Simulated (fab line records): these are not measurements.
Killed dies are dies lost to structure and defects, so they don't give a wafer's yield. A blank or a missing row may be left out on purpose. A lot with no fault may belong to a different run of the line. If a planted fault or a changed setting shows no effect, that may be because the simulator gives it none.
A single fault, viewed from 2 desks    flow sky130    what lay behind the numbers comes last; until then each desk has only its own

AT THE METROLOGY DESK
Lot by lot, what the gauges showed, no matter which tool ran the lot: averages of those sampled wafers that carry a number. Marked OUT: a lot whose mean sits more than 4 standard deviations from the usual mean, which makes it out of limits; the brackets give that distance.
Columns: A = POLY_GATE_CVD_00_THK at SKY_POLY_GATE_THK_MEAS_01, usual 179.4 nm; B = cd_nm at SKY_POLY_GATE_CD_MEAS_22, usual 149.4 nm
lot   first seen here  A      B
L190  day 13 15:34     182.1  151.6
L192  day 14 01:52     177.5  148.0
L193  day 14 17:15     182.0  152.3
L194  day 15 04:31     180.0  148.2
L198  day 16 06:43     180.0  146.5
L200  day 17 04:35     177.8  148.2
L202  day 17 21:37     180.0  149.1
L203  day 18 08:02     178.5  152.4
L204  day 18 13:52     176.9  150.3
L206  day 20 11:06     178.3  150.1
L211  day 21 15:28     179.3  147.9
L210  day 21 20:24     177.8  148.4
L212  day 21 22:38     178.5  152.0
This desk's verdict: no lot among the 13 shows anything out of limits.

AT THE TOOL OWNER'S DESK: implanter-01
For each lot that ran on this tool, the mean over its sampled wafers that have a number, from the tool's own readings at SKY_LDD_LDN_IMPLANT_08. Marked OUT: a lot whose mean sits more than 4 standard deviations from the usual mean, which makes it out of limits; the brackets give that distance.
Columns: A = beam_energy_keV at SKY_LDD_LDN_IMPLANT_08, usual 15.000
lot   first seen here  A
L193  day 23 16:45     15.000
L198  day 25 08:05     14.999
L200  day 26 03:19     14.998
L202  day 26 22:03     19.951 (+99 or more) OUT
L203  day 27 06:42     19.947 (+99 or more) OUT
L204  day 27 14:05     19.956 (+99 or more) OUT
Finding of this desk: L202, L203, L204 out of limits; the first was L202 at day 26 22:03, on beam_energy_keV at SKY_LDD_LDN_IMPLANT_08. L193, L198, L200 stayed within limits.

ALL TOGETHER
The tool owner's desk could have raised an alarm at day 26 22:03, on L202, L203, L204.
Metrology desk: nothing out of limits seen.
The metrology desk has L202, L203, L204 on record, within its limits.
On implanter-01, each named lot ran SKY_LDD_LDN_IMPLANT_08.

WHAT THE SIMULATOR HAD PUT IN
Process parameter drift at SKY_LDD_LDN_IMPLANT_08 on implanter-01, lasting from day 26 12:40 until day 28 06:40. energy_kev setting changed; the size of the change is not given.
Lots struck among those shown: L202, L203, L204.
Time in hours from fault onset to the first out-of-limits reading at each desk: the tool owner's desk, 9.
